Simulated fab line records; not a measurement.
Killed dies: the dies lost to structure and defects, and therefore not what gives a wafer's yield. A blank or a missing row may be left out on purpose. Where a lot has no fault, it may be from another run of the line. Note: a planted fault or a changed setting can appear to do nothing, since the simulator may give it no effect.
Which of the tools did it? | flow sky130 | 6 lots, 18 wafers sampled, at 3 steps of a route of 708

## WHAT THE GAUGES READ, wafer by wafer
SKY_CONTACT_RS_MEAS_25: uses a four-point probe to measure.
lot  | measured     | on            | CONTACT_W_RS (ohm/sq)
L480 | day 32 02:36 | film-metro-02 | 0.340 0.339 0.343
L482 | day 32 22:19 | film-metro-04 | 0.340 0.337 0.335
L484 | day 33 14:16 | film-metro-02 | 0.340 0.335 0.341
L492 | day 35 22:40 | film-metro-04 | 0.344 0.339 0.341
L496 | day 37 07:35 | film-metro-02 | 0.344 0.345 0.347
L498 | day 37 18:38 | film-metro-02 | 0.330 0.331 0.332

## EACH LOT AND THE TOOL THAT RAN IT (in order: tool; ch and the chambers of the sampled wafers; start)
lot  | SKY_NWELL_STRIP_25                   | SKY_CONTACT_SPUTTER_23
L480 | plasma-asher-04 ch 0,1, day 5 17:31  | pvd-sputter-03, day 32 02:26
L482 | plasma-asher-03 ch 0,1, day 6 10:50  | pvd-sputter-03, day 32 22:08
L484 | plasma-asher-03 ch 0,1, day 6 18:43  | pvd-sputter-03, day 33 14:05
L492 | plasma-asher-01 ch 0,1, day 8 16:50  | pvd-sputter-03, day 35 22:28
L496 | plasma-asher-04 ch 0,1, day 9 20:10  | pvd-sputter-03, day 37 07:23
L498 | plasma-asher-04 ch 0,1, day 10 07:14 | pvd-sputter-03, day 37 18:28
- SKY_NWELL_STRIP_25: strips in O2/N2.
- SKY_CONTACT_SPUTTER_23: material TiN, target thk 20 nm, time 80 s.

## THE ANSWER, worked out from the rows above alone
Rule: usual is defined by the lots themselves. The widest of any qualifying gaps counts: lots, ordered by their means at a reading, are off when they make up no more than a third of the lots, leave a main group of 4 or more, and stand apart from it by 3 or more times the standard deviation of that group's means. A main group is skipped when, at the precision printed for the reading in the tables above, its means are all equal. A lot without any number at a reading at which 4 lots or more have one is off too. All remaining lots with rows at the step are treated as sound.
None of the lots is off at any reading shown; this tells nothing.

## WHAT THE SIMULATOR PUT IN
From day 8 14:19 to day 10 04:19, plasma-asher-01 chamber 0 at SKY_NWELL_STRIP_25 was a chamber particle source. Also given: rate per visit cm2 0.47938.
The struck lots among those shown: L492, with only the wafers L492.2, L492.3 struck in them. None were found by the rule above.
